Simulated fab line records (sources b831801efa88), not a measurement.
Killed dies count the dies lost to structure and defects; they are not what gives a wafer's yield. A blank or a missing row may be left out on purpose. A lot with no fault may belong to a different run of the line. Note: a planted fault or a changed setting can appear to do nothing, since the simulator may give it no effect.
fab line records || flow gf180mcu
record: {"lots": 6, "wafers": 18, "last_day": 35}
route steps=602 shown M4@475 V4@476
lots that met no fault: from a run of the same line without faults
start_h: hours from the record's opening day to when the first of the lot's shown wafers began || wait_h: hours elapsed since this lot's preceding step || " unchanged from the row above || L1.1+2: one row covering several wafers at once || - no value, or no start given || * or withheld: withheld || < > ~ a bound
route shown NAME@n: NAME is a module with steps in the file, n the number in the route of the first one || usual: mean/standard deviation of fault-free wafers || same: alike in all rows || chamber/n: place in a boat || sites: each site's reading || _std_site: how widely they spread, as a standard deviation || _edge_site: mean of outer sites minus mean of inner sites || radius_mm: for every site, how far away it sits from the centre of the wafer || mask NAME#n: copy n || behind: the most recent tool/chamber to have shaped the wafer || hold: why the lot went on hold/how many hours it stayed there/how the hold came to an end || device: the n, p or np transistor that did not switch || end of line: the tests these same wafers got at the end of their route || a step given without rows: its recipe and nothing more || killed: at the first sort, the dies lost to defects and structure; wafer yield is something else || map: a wafer's dies, marking killed ones x, the rest . and places with no die _
set.NAME: the setting the step ran with; set.NAME@STEP: the setting that earlier step ran with || model.NAME: the simulator's own value behind a step, which no gauge read
lots seen at some steps along the route; tables by step, rows by wafer
services: the hour from which a tool's chamber was out of use, counted from the record's first day as start_h (under 0 if before that day), plus the number of hours and why
== steps ==
step: GF_M4_CLEAN_19
recipe: {"chemistry": "DIW", "dry": "n2_spin"}
step: GF_V4_CVD_00
recipe: {"material": "SiO2", "target_thk_nm": 600, "sigma_open_frac": 0.3, "temp_c": 400, "time_s": 100, "sih4_flow_sccm": 60, "pressure_mtorr": 6}
step: GF_V4_THK_MEAS_01
recipe: {"reads": "SiO2_of_V4_CVD_00"}
usual: {"V4_CVD_00_THK": "601/8.3"}
{"lot.wafer": "L666.3", "tool": "film_metro-02", "chamber": "-", "start_h": 614.29, "wait_h": 0.1, "V4_CVD_00_THK[nm]": 611}
{"lot.wafer": "L666.4", "tool": "film_metro-02", "chamber": "-", "start_h": 614.29, "wait_h": 0.1, "V4_CVD_00_THK[nm]": 595}
{"lot.wafer": "L666.5", "tool": "film_metro-02", "chamber": "-", "start_h": 614.29, "wait_h": 0.1, "V4_CVD_00_THK[nm]": 602}
{"lot.wafer": "L670.2", "tool": "film_metro-04", "chamber": "-", "start_h": 641.10, "wait_h": 0.0, "V4_CVD_00_THK[nm]": 598}
{"lot.wafer": "L670.3", "tool": "film_metro-04", "chamber": "-", "start_h": 641.10, "wait_h": 0.0, "V4_CVD_00_THK[nm]": 608}
{"lot.wafer": "L670.5", "tool": "film_metro-04", "chamber": "-", "start_h": 641.10, "wait_h": 0.0, "V4_CVD_00_THK[nm]": 599}
{"lot.wafer": "L677.2", "tool": "film_metro-03", "chamber": "-", "start_h": 691.80, "wait_h": 0.0, "V4_CVD_00_THK[nm]": 610}
{"lot.wafer": "L677.3", "tool": "film_metro-03", "chamber": "-", "start_h": 691.80, "wait_h": 0.0, "V4_CVD_00_THK[nm]": 623}
{"lot.wafer": "L677.4", "tool": "film_metro-03", "chamber": "-", "start_h": 691.80, "wait_h": 0.0, "V4_CVD_00_THK[nm]": 614}
{"lot.wafer": "L678.3", "tool": "film_metro-03", "chamber": "-", "start_h": 694.27, "wait_h": 0.1, "V4_CVD_00_THK[nm]": 610}
{"lot.wafer": "L678.4", "tool": "film_metro-03", "chamber": "-", "start_h": 694.27, "wait_h": 0.1, "V4_CVD_00_THK[nm]": 606}
{"lot.wafer": "L678.6", "tool": "film_metro-03", "chamber": "-", "start_h": 694.27, "wait_h": 0.1, "V4_CVD_00_THK[nm]": 609}
{"lot.wafer": "L680.1", "tool": "film_metro-03", "chamber": "-", "start_h": 710.32, "wait_h": 0.0, "V4_CVD_00_THK[nm]": 602}
{"lot.wafer": "L680.2", "tool": "film_metro-03", "chamber": "-", "start_h": 710.32, "wait_h": 0.0, "V4_CVD_00_THK[nm]": 589}
{"lot.wafer": "L680.5", "tool": "film_metro-03", "chamber": "-", "start_h": 710.32, "wait_h": 0.0, "V4_CVD_00_THK[nm]": 599}
{"lot.wafer": "L682.1", "tool": "film_metro-03", "chamber": "-", "start_h": 727.19, "wait_h": 0.0, "V4_CVD_00_THK[nm]": 608}
{"lot.wafer": "L682.3", "tool": "film_metro-03", "chamber": "-", "start_h": 727.19, "wait_h": 0.0, "V4_CVD_00_THK[nm]": 623}
{"lot.wafer": "L682.5", "tool": "film_metro-03", "chamber": "-", "start_h": 727.19, "wait_h": 0.0, "V4_CVD_00_THK[nm]": 607}
step: GF_V4_CVD_02
recipe: {"material": "SiO2", "target_thk_nm": 850, "precursor": "TEOS", "temp_c": 400, "time_s": 94.851, "rf_w": 600}
usual: {"heater_power_w": "668/99"}
{"lot.wafer": "L666.3", "tool": "pecvd-02", "chamber": 2, "start_h": 614.33, "wait_h": 0.0, "heater_power_w": 792}
{"lot.wafer": "L666.4", "tool": "pecvd-02", "chamber": 1, "start_h": 614.33, "wait_h": 0.0, "heater_power_w": 502}
{"lot.wafer": "L666.5", "tool": "pecvd-02", "chamber": 2, "start_h": 614.33, "wait_h": 0.0, "heater_power_w": 825}
{"lot.wafer": "L670.2", "tool": "pecvd-04", "chamber": 1, "start_h": 641.15, "wait_h": 0.0, "heater_power_w": 780}
{"lot.wafer": "L670.3", "tool": "pecvd-04", "chamber": 2, "start_h": 641.15, "wait_h": 0.0, "heater_power_w": 667}
{"lot.wafer": "L670.5", "tool": "pecvd-04", "chamber": 1, "start_h": 641.15, "wait_h": 0.0, "heater_power_w": 626}
{"lot.wafer": "L677.2", "tool": "pecvd-02", "chamber": 1, "start_h": 691.85, "wait_h": 0.0, "heater_power_w": 585}
{"lot.wafer": "L677.3", "tool": "pecvd-02", "chamber": 2, "start_h": 691.85, "wait_h": 0.0, "heater_power_w": 656}
{"lot.wafer": "L677.4", "tool": "pecvd-02", "chamber": 2, "start_h": 691.85, "wait_h": 0.0, "heater_power_w": 752}
{"lot.wafer": "L678.3", "tool": "pecvd-02", "chamber": 2, "start_h": 694.31, "wait_h": 0.0, "heater_power_w": 741}
{"lot.wafer": "L678.4", "tool": "pecvd-02", "chamber": 1, "start_h": 694.31, "wait_h": 0.0, "heater_power_w": 505}
{"lot.wafer": "L678.6", "tool": "pecvd-02", "chamber": 2, "start_h": 694.31, "wait_h": 0.0, "heater_power_w": 786}
{"lot.wafer": "L680.1", "tool": "pecvd-04", "chamber": 0, "start_h": 710.38, "wait_h": 0.1, "heater_power_w": 784}
{"lot.wafer": "L680.2", "tool": "pecvd-04", "chamber": 2, "start_h": 710.38, "wait_h": 0.1, "heater_power_w": 721}
{"lot.wafer": "L680.5", "tool": "pecvd-04", "chamber": 2, "start_h": 710.38, "wait_h": 0.1, "heater_power_w": 567}
{"lot.wafer": "L682.1", "tool": "pecvd-01", "chamber": 0, "start_h": 727.25, "wait_h": 0.1, "heater_power_w": 815}
{"lot.wafer": "L682.3", "tool": "pecvd-01", "chamber": 1, "start_h": 727.25, "wait_h": 0.1, "heater_power_w": 560}
{"lot.wafer": "L682.5", "tool": "pecvd-01", "chamber": 1, "start_h": 727.25, "wait_h": 0.1, "heater_power_w": 582}
step: GF_V4_THK_MEAS_03
recipe: {"reads": "SiO2_of_V4_CVD_02"}
usual: {"V4_CVD_02_THK": "844/13"}
{"lot.wafer": "L666.3", "tool": "film_metro-03", "chamber": "-", "start_h": 614.42, "wait_h": 0.1, "V4_CVD_02_THK[nm]": 835}
{"lot.wafer": "L666.4", "tool": "film_metro-03", "chamber": "-", "start_h": 614.42, "wait_h": 0.1, "V4_CVD_02_THK[nm]": 847}
{"lot.wafer": "L666.5", "tool": "film_metro-03", "chamber": "-", "start_h": 614.42, "wait_h": 0.1, "V4_CVD_02_THK[nm]": 845}
{"lot.wafer": "L670.2", "tool": "film_metro-02", "chamber": "-", "start_h": 641.23, "wait_h": 0.0, "V4_CVD_02_THK[nm]": 825}
{"lot.wafer": "L670.3", "tool": "film_metro-02", "chamber": "-", "start_h": 641.23, "wait_h": 0.0, "V4_CVD_02_THK[nm]": 830}
{"lot.wafer": "L670.5", "tool": "film_metro-02", "chamber": "-", "start_h": 641.23, "wait_h": 0.0, "V4_CVD_02_THK[nm]": 838}
{"lot.wafer": "L677.2", "tool": "film_metro-02", "chamber": "-", "start_h": 691.93, "wait_h": 0.0, "V4_CVD_02_THK[nm]": 839}
{"lot.wafer": "L677.3", "tool": "film_metro-02", "chamber": "-", "start_h": 691.93, "wait_h": 0.0, "V4_CVD_02_THK[nm]": 834}
{"lot.wafer": "L677.4", "tool": "film_metro-02", "chamber": "-", "start_h": 691.93, "wait_h": 0.0, "V4_CVD_02_THK[nm]": 849}
{"lot.wafer": "L678.3", "tool": "film_metro-04", "chamber": "-", "start_h": 694.40, "wait_h": 0.1, "V4_CVD_02_THK[nm]": 836}
{"lot.wafer": "L678.4", "tool": "film_metro-04", "chamber": "-", "start_h": 694.40, "wait_h": 0.1, "V4_CVD_02_THK[nm]": 848}
{"lot.wafer": "L678.6", "tool": "film_metro-04", "chamber": "-", "start_h": 694.40, "wait_h": 0.1, "V4_CVD_02_THK[nm]": 854}
{"lot.wafer": "L680.1", "tool": "film_metro-04", "chamber": "-", "start_h": 710.45, "wait_h": 0.0, "V4_CVD_02_THK[nm]": 850}
{"lot.wafer": "L680.2", "tool": "film_metro-04", "chamber": "-", "start_h": 710.45, "wait_h": 0.0, "V4_CVD_02_THK[nm]": 851}
{"lot.wafer": "L680.5", "tool": "film_metro-04", "chamber": "-", "start_h": 710.45, "wait_h": 0.0, "V4_CVD_02_THK[nm]": 860}
{"lot.wafer": "L682.1", "tool": "film_metro-04", "chamber": "-", "start_h": 727.32, "wait_h": 0.0, "V4_CVD_02_THK[nm]": 834}
{"lot.wafer": "L682.3", "tool": "film_metro-04", "chamber": "-", "start_h": 727.32, "wait_h": 0.0, "V4_CVD_02_THK[nm]": 811}
{"lot.wafer": "L682.5", "tool": "film_metro-04", "chamber": "-", "start_h": 727.32, "wait_h": 0.0, "V4_CVD_02_THK[nm]": 831}
step: GF_V4_CMP_04
recipe: {"material": "SiO2", "down_force_psi": 4, "platen_rpm": 60, "pad_velocity_m_s": 0.94248}
usual: {"edge_zone_pressure_frac": "1.000/0.0052", "motor_current_A": "11.3/0.86", "time_to_endpoint_s": "80/6"}
{"lot.wafer": "L666.3", "tool": "cmp-01", "chamber": 3, "start_h": 614.46, "wait_h": 0.0, "edge_zone_pressure_frac": 1.002, "motor_current_A": 10.9, "time_to_endpoint_s": 75}
{"lot.wafer": "L666.4", "tool": "cmp-01", "chamber": 0, "start_h": 614.46, "wait_h": 0.0, "edge_zone_pressure_frac": 1.000, "motor_current_A": 11.2, "time_to_endpoint_s": 84}
{"lot.wafer": "L666.5", "tool": "cmp-01", "chamber": 0, "start_h": 614.46, "wait_h": 0.0, "edge_zone_pressure_frac": 0.999, "motor_current_A": 11.1, "time_to_endpoint_s": 90}
{"lot.wafer": "L670.2", "tool": "cmp-01", "chamber": 3, "start_h": 641.60, "wait_h": 0.4, "edge_zone_pressure_frac": 1.002, "motor_current_A": 11.7, "time_to_endpoint_s": 64}
{"lot.wafer": "L670.3", "tool": "cmp-01", "chamber": 1, "start_h": 641.60, "wait_h": 0.4, "edge_zone_pressure_frac": 0.998, "motor_current_A": 10.7, "time_to_endpoint_s": 71}
{"lot.wafer": "L670.5", "tool": "cmp-01", "chamber": 2, "start_h": 641.60, "wait_h": 0.4, "edge_zone_pressure_frac": 1.010, "motor_current_A": 10.5, "time_to_endpoint_s": 80}
{"lot.wafer": "L677.3", "tool": "cmp-02", "chamber": 2, "start_h": 691.98, "wait_h": 0.0, "edge_zone_pressure_frac": 0.993, "motor_current_A": 11.2, "time_to_endpoint_s": 71}
{"lot.wafer": "L677.2", "tool": "cmp-02", "chamber": 3, "start_h": 691.98, "wait_h": 0.0, "edge_zone_pressure_frac": 0.992, "motor_current_A": 10.7, "time_to_endpoint_s": 82}
{"lot.wafer": "L677.4", "tool": "cmp-02", "chamber": 1, "start_h": 691.98, "wait_h": 0.0, "edge_zone_pressure_frac": 1.004, "motor_current_A": 11.1, "time_to_endpoint_s": 80}
{"lot.wafer": "L678.3", "tool": "cmp-02", "chamber": 3, "start_h": 694.54, "wait_h": 0.1, "edge_zone_pressure_frac": 1.006, "motor_current_A": 10.2, "time_to_endpoint_s": 81}
{"lot.wafer": "L678.4", "tool": "cmp-02", "chamber": 0, "start_h": 694.54, "wait_h": 0.1, "edge_zone_pressure_frac": 0.997, "motor_current_A": 13.2, "time_to_endpoint_s": 83}
{"lot.wafer": "L678.6", "tool": "cmp-02", "chamber": 1, "start_h": 694.54, "wait_h": 0.1, "edge_zone_pressure_frac": 0.999, "motor_current_A": 11.5, "time_to_endpoint_s": 83}
{"lot.wafer": "L680.2", "tool": "cmp-01", "chamber": 3, "start_h": 710.51, "wait_h": 0.0, "edge_zone_pressure_frac": 0.997, "motor_current_A": 11.6, "time_to_endpoint_s": 82}
{"lot.wafer": "L680.1", "tool": "cmp-01", "chamber": 2, "start_h": 710.51, "wait_h": 0.0, "edge_zone_pressure_frac": 1.005, "motor_current_A": 10.7, "time_to_endpoint_s": 84}
{"lot.wafer": "L680.5", "tool": "cmp-01", "chamber": 3, "start_h": 710.51, "wait_h": 0.0, "edge_zone_pressure_frac": 0.999, "motor_current_A": 11.4, "time_to_endpoint_s": 85}
{"lot.wafer": "L682.1", "tool": "cmp-01", "chamber": 1, "start_h": 727.38, "wait_h": 0.1, "edge_zone_pressure_frac": 0.989, "motor_current_A": 10.4, "time_to_endpoint_s": 77}
{"lot.wafer": "L682.3", "tool": "cmp-01", "chamber": 0, "start_h": 727.38, "wait_h": 0.1, "edge_zone_pressure_frac": 1.006, "motor_current_A": 11.1, "time_to_endpoint_s": 74}
{"lot.wafer": "L682.5", "tool": "cmp-01", "chamber": 2, "start_h": 727.38, "wait_h": 0.1, "edge_zone_pressure_frac": 1.001, "motor_current_A": 11.2, "time_to_endpoint_s": 80}
step: GF_V4_BOW_MEAS_05
recipe: {"mode": "bow"}
usual: {"V4_BOW": "132/8.6"}
{"lot.wafer": "L666.3", "tool": "film_metro-04", "chamber": "-", "start_h": 614.80, "wait_h": 0.3, "V4_BOW[um]": 131}
{"lot.wafer": "L666.4", "tool": "film_metro-04", "chamber": "-", "start_h": 614.80, "wait_h": 0.3, "V4_BOW[um]": 131}
{"lot.wafer": "L666.5", "tool": "film_metro-04", "chamber": "-", "start_h": 614.80, "wait_h": 0.3, "V4_BOW[um]": 131}
{"lot.wafer": "L670.2", "tool": "film_metro-03", "chamber": "-", "start_h": 641.87, "wait_h": 0.2, "V4_BOW[um]": 128}
{"lot.wafer": "L670.3", "tool": "film_metro-03", "chamber": "-", "start_h": 641.87, "wait_h": 0.2, "V4_BOW[um]": 124}
{"lot.wafer": "L670.5", "tool": "film_metro-03", "chamber": "-", "start_h": 641.87, "wait_h": 0.2, "V4_BOW[um]": 118}
{"lot.wafer": "L677.2", "tool": "film_metro-03", "chamber": "-", "start_h": 692.30, "wait_h": 0.2, "V4_BOW[um]": 119}
{"lot.wafer": "L677.3", "tool": "film_metro-03", "chamber": "-", "start_h": 692.30, "wait_h": 0.2, "V4_BOW[um]": 130}
{"lot.wafer": "L677.4", "tool": "film_metro-03", "chamber": "-", "start_h": 692.30, "wait_h": 0.2, "V4_BOW[um]": 121}
{"lot.wafer": "L678.3", "tool": "film_metro-02", "chamber": "-", "start_h": 694.78, "wait_h": 0.2, "V4_BOW[um]": 138}
{"lot.wafer": "L678.4", "tool": "film_metro-02", "chamber": "-", "start_h": 694.78, "wait_h": 0.2, "V4_BOW[um]": 128}
{"lot.wafer": "L678.6", "tool": "film_metro-02", "chamber": "-", "start_h": 694.78, "wait_h": 0.2, "V4_BOW[um]": 140}
{"lot.wafer": "L680.1", "tool": "film_metro-02", "chamber": "-", "start_h": 710.81, "wait_h": 0.1, "V4_BOW[um]": 139}
{"lot.wafer": "L680.2", "tool": "film_metro-02", "chamber": "-", "start_h": 710.81, "wait_h": 0.1, "V4_BOW[um]": 144}
{"lot.wafer": "L680.5", "tool": "film_metro-02", "chamber": "-", "start_h": 710.81, "wait_h": 0.1, "V4_BOW[um]": 137}
{"lot.wafer": "L682.1", "tool": "film_metro-04", "chamber": "-", "start_h": 727.68, "wait_h": 0.2, "V4_BOW[um]": 128}
{"lot.wafer": "L682.3", "tool": "film_metro-04", "chamber": "-", "start_h": 727.68, "wait_h": 0.2, "V4_BOW[um]": 141}
{"lot.wafer": "L682.5", "tool": "film_metro-04", "chamber": "-", "start_h": 727.68, "wait_h": 0.2, "V4_BOW[um]": 146}
step: GF_V4_DEHYDRATE_06
recipe: {"temp_c": 200, "time_s": 60}
step: GF_V4_HMDS_07
recipe: {"prime_time_s": 60, "prime_temp_c": 120}
step: GF_V4_COAT_08
recipe: {"resist": "BARC", "temp_c": "withheld", "time_s": "withheld", "spin_rpm": "withheld", "resist_thk_nm": "withheld"}
step: GF_V4_COAT_09
recipe: {"resist": "KrF", "spin_rpm": "withheld", "resist_thk_nm": 1000}
step: GF_V4_SOFTBAKE_10
recipe: {"temp_c": 130, "time_s": 60, "resist": "KrF"}
step: GF_V4_EXPOSE_11
recipe: {"mask_id": "Via4", "target_cd_nm": 260, "na": 0.68, "source_shape": "conventional", "sigma_outer": 0.6, "dose_mj": 38}
usual: {"exposure_dose_mJ_cm2": "38.01/0.036", "focus_offset_nm": "0.1/0.55"}
{"lot.wafer": "L666.3", "tool": "krf_scanner-02", "chamber": 0, "start_h": 625.21, "wait_h": "-", "mask": "Via4#0", "exposure_dose_mJ_cm2": 37.99, "focus_offset_nm": 0.5}
{"lot.wafer": "L666.4", "tool": "krf_scanner-02", "chamber": 0, "start_h": 625.21, "wait_h": "-", "mask": "Via4#0", "exposure_dose_mJ_cm2": 37.98, "focus_offset_nm": 0.7}
{"lot.wafer": "L666.5", "tool": "krf_scanner-02", "chamber": 0, "start_h": 625.21, "wait_h": "-", "mask": "Via4#0", "exposure_dose_mJ_cm2": 38.02, "focus_offset_nm": 0.3}
{"lot.wafer": "L670.2", "tool": "krf_scanner-01", "chamber": 0, "start_h": 653.18, "wait_h": "-", "mask": "Via4#0", "exposure_dose_mJ_cm2": 37.99, "focus_offset_nm": 0.0}
{"lot.wafer": "L670.3", "tool": "krf_scanner-01", "chamber": 0, "start_h": 653.18, "wait_h": "-", "mask": "Via4#0", "exposure_dose_mJ_cm2": 37.97, "focus_offset_nm": 0.6}
{"lot.wafer": "L670.5", "tool": "krf_scanner-01", "chamber": 0, "start_h": 653.18, "wait_h": "-", "mask": "Via4#0", "exposure_dose_mJ_cm2": 37.94, "focus_offset_nm": 0.4}
{"lot.wafer": "L677.2", "tool": "krf_scanner-02", "chamber": "-", "start_h": 702.12, "wait_h": "-", "mask": "Via4#0", "exposure_dose_mJ_cm2": "-", "focus_offset_nm": "-"}
{"lot.wafer": "L677.3", "tool": "krf_scanner-02", "chamber": "-", "start_h": 702.12, "wait_h": "-", "mask": "Via4#0", "exposure_dose_mJ_cm2": "-", "focus_offset_nm": "-"}
{"lot.wafer": "L677.4", "tool": "krf_scanner-02", "chamber": "-", "start_h": 702.12, "wait_h": "-", "mask": "Via4#0", "exposure_dose_mJ_cm2": "-", "focus_offset_nm": "-"}
{"lot.wafer": "L678.3", "tool": "krf_scanner-01", "chamber": "-", "start_h": 704.56, "wait_h": "-", "mask": "Via4#0", "exposure_dose_mJ_cm2": "-", "focus_offset_nm": "-"}
{"lot.wafer": "L678.4", "tool": "krf_scanner-01", "chamber": "-", "start_h": 704.56, "wait_h": "-", "mask": "Via4#0", "exposure_dose_mJ_cm2": "-", "focus_offset_nm": "-"}
{"lot.wafer": "L678.6", "tool": "krf_scanner-01", "chamber": "-", "start_h": 704.56, "wait_h": "-", "mask": "Via4#0", "exposure_dose_mJ_cm2": "-", "focus_offset_nm": "-"}
{"lot.wafer": "L680.1", "tool": "krf_scanner-01", "chamber": 0, "start_h": 720.20, "wait_h": "-", "mask": "Via4#0", "exposure_dose_mJ_cm2": 37.98, "focus_offset_nm": -0.5}
{"lot.wafer": "L680.2", "tool": "krf_scanner-01", "chamber": 0, "start_h": 720.20, "wait_h": "-", "mask": "Via4#0", "exposure_dose_mJ_cm2": 38.00, "focus_offset_nm": -0.5}
{"lot.wafer": "L680.5", "tool": "krf_scanner-01", "chamber": 0, "start_h": 720.20, "wait_h": "-", "mask": "Via4#0", "exposure_dose_mJ_cm2": 37.98, "focus_offset_nm": -0.5}
{"lot.wafer": "L682.1", "tool": "krf_scanner-01", "chamber": 0, "start_h": 736.92, "wait_h": "-", "mask": "Via4#0", "exposure_dose_mJ_cm2": 38.01, "focus_offset_nm": 0.2}
{"lot.wafer": "L682.3", "tool": "krf_scanner-01", "chamber": 0, "start_h": 736.92, "wait_h": "-", "mask": "Via4#0", "exposure_dose_mJ_cm2": 37.99, "focus_offset_nm": -0.1}
{"lot.wafer": "L682.5", "tool": "krf_scanner-01", "chamber": 0, "start_h": 736.92, "wait_h": "-", "mask": "Via4#0", "exposure_dose_mJ_cm2": 37.93, "focus_offset_nm": -0.2}
step: GF_V4_PEB_12
recipe: {"peb_temp_c": 135, "peb_time_s": 90, "resist": "KrF"}
== services ==
{"tool": "pecvd-04", "chamber": "-", "start_h": 591.12, "hours": 14.0, "kind": "pm"}
{"tool": "cmp-02", "chamber": "-", "start_h": 594.59, "hours": 0.9, "kind": "repair"}
{"tool": "krf_scanner-02", "chamber": "-", "start_h": 598.19, "hours": 0.6, "kind": "repair"}
{"tool": "pecvd-04", "chamber": "-", "start_h": 626.05, "hours": 0.9, "kind": "repair"}
{"tool": "pecvd-02", "chamber": 0, "start_h": 630.66, "hours": 13.1, "kind": "repair"}
{"tool": "krf_scanner-02", "chamber": "-", "start_h": 630.74, "hours": 4.0, "kind": "pm"}
{"tool": "cmp-02", "chamber": "-", "start_h": 632.75, "hours": 9.7, "kind": "pm"}
{"tool": "krf_scanner-01", "chamber": "-", "start_h": 634.76, "hours": 1.3, "kind": "pm"}
{"tool": "krf_scanner-02", "chamber": "-", "start_h": 650.24, "hours": 2.5, "kind": "repair"}
{"tool": "cmp-02", "chamber": "-", "start_h": 651.59, "hours": 0.7, "kind": "repair"}
{"tool": "cmp-01", "chamber": "-", "start_h": 662.04, "hours": 1.9, "kind": "repair"}
{"tool": "cmp-01", "chamber": "-", "start_h": 666.77, "hours": 2.4, "kind": "repair"}
{"tool": "krf_scanner-02", "chamber": "-", "start_h": 667.97, "hours": 1.3, "kind": "pm"}
{"tool": "krf_scanner-02", "chamber": "-", "start_h": 678.80, "hours": 0.1, "kind": "repair"}
{"tool": "krf_scanner-01", "chamber": "-", "start_h": 679.06, "hours": 3.6, "kind": "pm"}
{"tool": "cmp-01", "chamber": "-", "start_h": 679.07, "hours": 1.1, "kind": "repair"}
{"tool": "krf_scanner-02", "chamber": "-", "start_h": 683.04, "hours": 1.0, "kind": "pm"}
{"tool": "krf_scanner-02", "chamber": "-", "start_h": 697.29, "hours": 4.4, "kind": "pm"}
{"tool": "krf_scanner-01", "chamber": "-", "start_h": 701.67, "hours": 1.0, "kind": "pm"}
{"tool": "cmp-02", "chamber": "-", "start_h": 709.71, "hours": 1.2, "kind": "repair"}
{"tool": "cmp-02", "chamber": "-", "start_h": 715.00, "hours": 1.4, "kind": "repair"}
{"tool": "krf_scanner-01", "chamber": "-", "start_h": 723.73, "hours": 0.8, "kind": "pm"}
{"tool": "cmp-01", "chamber": "-", "start_h": 725.54, "hours": 1.6, "kind": "repair"}
{"tool": "cmp-01", "chamber": "-", "start_h": 725.79, "hours": 0.9, "kind": "repair"}
== key ==
first_sign: {"step": "GF_V4_EXPOSE_11", "reading": "tool_record", "direction": "missing"}
effect none on later readings
met_at GF_V4_EXPOSE_11
struck_wafers L677.2,L677.3,L677.4,L678.3,L678.4,L678.6
later_rows_left_out L677.2,L677.3,L677.4,L678.3,L678.4,L678.6
sort_left_out L677.2,L677.3,L677.4,L678.3,L678.4,L678.6
onset_between 653.18 702.12
fault: {"kind": "skipped_step_whole", "tool": "krf_scanner-01,krf_scanner-02", "chamber": "-", "onset_h": 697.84, "steps": "GF_V4_EXPOSE_11", "scope": "struck_lots_only"}
sort_left_out: the simulated sort isn't trusted on such a fault, so these wafers' sort isn't shown, and their yield isn't known
later_rows_left_out: the simulator's readings of these wafers behind a module that went badly wrong aren't trusted and aren't shown, but for the sort
